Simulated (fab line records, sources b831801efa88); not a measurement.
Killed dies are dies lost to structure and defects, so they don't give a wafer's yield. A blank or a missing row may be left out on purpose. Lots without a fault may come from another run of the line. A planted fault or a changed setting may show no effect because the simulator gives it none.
Which tool did it? | flow sky130 | 6 lots, 18 wafers sampled, at 2 steps of a route of 708

WHAT THE GAUGES READ, wafer by wafer
SKY_VIA2_BOW_MEAS_03.
lot  | measured     | on            | VIA2_BOW (um)
L676 | day 36 07:48 | film_metro-03 | 78 94 75
L679 | day 36 21:28 | film_metro-01 | 85 77 78
L681 | day 37 13:11 | film_metro-04 | 84 95 101
L683 | day 38 02:36 | film_metro-03 | 88 81 92
L685 | day 38 23:48 | film_metro-01 | 87 88 76
L694 | day 41 12:08 | film_metro-03 | 81 86 92

WHICH TOOL RAN EACH LOT (tool, then ch and the chambers of the sampled wafers, then the start)
lot  | SKY_METAL2_SPUTTER_01
L676 | pvd_sputter-03, day 35 04:04
L679 | pvd_sputter-01, day 35 16:55
L681 | pvd_sputter-01, day 36 08:18
L683 | pvd_sputter-03, day 36 23:14
L685 | pvd_sputter-03, day 37 21:17
L694 | pvd_sputter-03, day 40 10:07
- SKY_METAL2_SPUTTER_01: material TiN, target thk 20 nm, time 16.7 s.

THE ANSWER, worked out from the rows above alone
Rule: what is usual is taken from the lots themselves. Put in order of their means at a reading, lots are off if they are a third of the lots or fewer, leave a main group of 4 or more, and stand apart from it by a gap of 3 or more times the standard deviation of the main group's means; of several such gaps the widest counts. A main group whose means are all the same, to the digits that the tables above print for the reading, isn't used. A lot without any number at a reading at which 4 lots or more have one is off too. The other lots that the step has rows for count as sound.
No lot is off at any reading shown: from this, nothing can be told.

WHAT THE SIMULATOR HAD PUT IN
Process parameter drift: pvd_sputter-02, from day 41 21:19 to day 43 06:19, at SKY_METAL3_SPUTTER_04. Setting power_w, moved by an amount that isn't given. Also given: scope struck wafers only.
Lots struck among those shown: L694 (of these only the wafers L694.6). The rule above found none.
